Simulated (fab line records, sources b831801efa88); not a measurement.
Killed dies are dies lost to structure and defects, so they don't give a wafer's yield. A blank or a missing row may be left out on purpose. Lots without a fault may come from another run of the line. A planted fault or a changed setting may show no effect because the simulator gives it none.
Which tool did it? | flow gf180mcu | 13 lots, 39 wafers sampled, at 5 steps of a route of 602

WHAT THE GAUGES READ, wafer by wafer
GF_VT_IMPLANT_OVL_MEAS_07.
lot  | measured     | on         | VT_IMPLANT_OVL (nm)
L806 | day 5 16:50  | overlay-01 | 1.3 3.3 2.2
L807 | day 5 22:32  | overlay-01 | 0.4 0.9 0.9
L808 | day 6 03:11  | overlay-01 | -0.5 0.2 -0.3
L809 | day 6 13:47  | overlay-02 | -1.0 -1.5 -0.3
L810 | day 6 13:58  | overlay-02 | -0.7 0.9 0.3
L811 | day 6 18:35  | overlay-02 | 1.0 0.2 0.3
L812 | day 7 04:17  | overlay-02 | 1.4 -0.8 2.2
L813 | day 7 08:16  | overlay-02 | 1.0 0.2 -0.8
L814 | day 7 15:26  | overlay-01 | 0.4 1.2 1.7
L815 | day 7 22:43  | overlay-02 | 0.1 0.0 1.3
L821 | day 9 11:04  | overlay-01 | 0.6 2.5 1.1
L823 | day 9 20:43  | overlay-02 | 1.9 0.0 0.4
L825 | day 10 11:11 | overlay-02 | 0.7 0.5 -0.1

GF_VT_IMPLANT_TW_MEAS_10.
lot  | measured     | on            | VT_IMPLANT_TW
L806 | day 5 17:07  | film_metro-03 | 560 562 561
L807 | day 5 22:49  | film_metro-02 | 568 567 566
L808 | day 6 03:28  | film_metro-02 | 569 568 572
L809 | day 6 14:04  | film_metro-02 | 568 572 570
L810 | day 6 14:15  | film_metro-02 | 568 572 568
L811 | day 6 18:52  | film_metro-01 | 565 563 563
L812 | day 7 04:34  | film_metro-02 | 566 564 566
L813 | day 7 08:34  | film_metro-02 | 570 567 566
L814 | day 7 15:43  | film_metro-02 | 566 565 567
L815 | day 7 23:01  | film_metro-01 | 560 562 562
L821 | day 9 11:22  | film_metro-02 | 569 570 571
L823 | day 9 21:01  | film_metro-03 | 557 558 557
L825 | day 10 11:29 | film_metro-03 | 560 561 559

GF_DUAL_GATE_OVL_MEAS_11.
lot  | measured     | on         | DUAL_GATE_OVL (nm)
L806 | day 8 09:59  | overlay-01 | 0.3 1.5 1.7
L807 | day 8 16:41  | overlay-02 | 0.2 -0.8 -0.9
L808 | day 8 19:50  | overlay-01 | 0.1 -1.3 -1.4
L809 | day 9 09:04  | overlay-01 | 0.4 -1.7 -0.2
L810 | day 9 11:22  | overlay-02 | -0.8 1.1 -0.4
L811 | day 9 14:23  | overlay-02 | 2.9 2.3 2.9
L812 | day 10 02:08 | overlay-01 | 0.8 -0.4 0.0
L813 | day 10 10:13 | overlay-02 | 0.5 -1.8 -0.5
L814 | day 10 21:32 | overlay-02 | 0.3 -0.6 0.3
L815 | day 10 21:22 | overlay-01 | -0.3 -0.7 -0.3
L821 | day 12 11:58 | overlay-02 | 1.5 1.7 1.3
L823 | day 12 22:35 | overlay-02 | 0.0 0.5 -0.3
L825 | day 13 15:53 | overlay-02 | 1.1 1.2 0.7

GF_POLY_GATE_THK_MEAS_01.
lot  | measured     | on            | POLY_GATE_CVD_00_THK (nm)
L806 | day 8 14:22  | film_metro-03 | 202.1 201.3 201.9
L807 | day 8 21:29  | film_metro-04 | 201.0 200.7 202.1
L808 | day 9 00:09  | film_metro-02 | 199.7 198.4 198.9
L809 | day 9 16:38  | film_metro-03 | 200.6 201.1 200.3
L810 | day 9 16:38  | film_metro-02 | 201.7 202.7 202.7
L811 | day 9 23:40  | film_metro-02 | 200.1 199.6 200.6
L812 | day 10 10:43 | film_metro-03 | 201.0 200.0 200.9
L813 | day 10 18:59 | film_metro-04 | 201.0 199.2 200.8
L814 | day 11 04:33 | film_metro-03 | 201.5 200.3 201.1
L815 | day 11 04:32 | film_metro-04 | 201.4 200.2 201.2
L821 | day 12 16:04 | film_metro-02 | 202.2 200.7 201.3
L823 | day 13 01:44 | film_metro-04 | 287.6 288.9 288.7
L825 | day 13 19:50 | film_metro-02 | 285.5 283.8 285.8

WHICH TOOL RAN EACH LOT (tool, then ch and the chambers of the sampled wafers, then the start)
lot  | GF_POLY_GATE_CVD_00
L806 | lpcvd-01 ch 1, day 8 13:01
L807 | lpcvd-01 ch 1, day 8 20:08
L808 | lpcvd-01 ch 0, day 8 22:49
L809 | lpcvd-01 ch 0, day 9 15:18
L810 | lpcvd-01 ch 1, day 9 15:18
L811 | lpcvd-01 ch 0, day 9 22:19
L812 | lpcvd-02 ch 1, day 10 09:23
L813 | lpcvd-02 ch 0, day 10 17:39
L814 | lpcvd-01 ch 1, day 11 03:13
L815 | lpcvd-01 ch 0, day 11 03:13
L821 | lpcvd-02 ch 0, day 12 14:04
L823 | lpcvd-02 ch 0, day 13 00:24
L825 | lpcvd-02 ch 1, day 13 18:28
- GF_POLY_GATE_CVD_00: deposits poly-Si, target thk 200 nm, time 1200 s.

WHAT THE TOOLS THEMSELVES READ (means of the sampled wafers that have a number; where no wafer has one, the mark that the record gives instead)
The record holds no such reading with a usual standard deviation.

THE ANSWER, worked out from the rows above alone
Rule: what is usual is taken from the lots themselves. Put in order of their means at a reading, lots are off if they are a third of the lots or fewer, leave a main group of 4 or more, and stand apart from it by a gap of 3 or more times the standard deviation of the main group's means; of several such gaps the widest counts. A main group whose means are all the same, to the digits that the tables above print for the reading, isn't used. A lot without any number at a reading at which 4 lots or more have one is off too. The other lots that the step has rows for count as sound. The gauges are gone through in route order, then the tools' own readings, and for those a lot's mean is taken as printed above. The first step at which some lot is off is used, and at that step the reading that is off furthest; a lot without a number counts as furthest.
Off: L823, L825, at GF_POLY_GATE_THK_MEAS_01 (POLY_GATE_CVD_00_THK). The main group: mean 200.9 nm, standard deviation 0.85.
A tool fits if, at a process step before that reading, it ran every lot that is off, and no sound lot after the first of them. The gauges at GF_POLY_GATE_THK_MEAS_01 are tried like those tools. One fits: lpcvd-02 at GF_POLY_GATE_CVD_00. Its last sound lot is L821 (day 12 14:04), its first lot that is off L823 (day 13 00:24): a fault that began between those two fits.

WHAT THE SIMULATOR HAD PUT IN
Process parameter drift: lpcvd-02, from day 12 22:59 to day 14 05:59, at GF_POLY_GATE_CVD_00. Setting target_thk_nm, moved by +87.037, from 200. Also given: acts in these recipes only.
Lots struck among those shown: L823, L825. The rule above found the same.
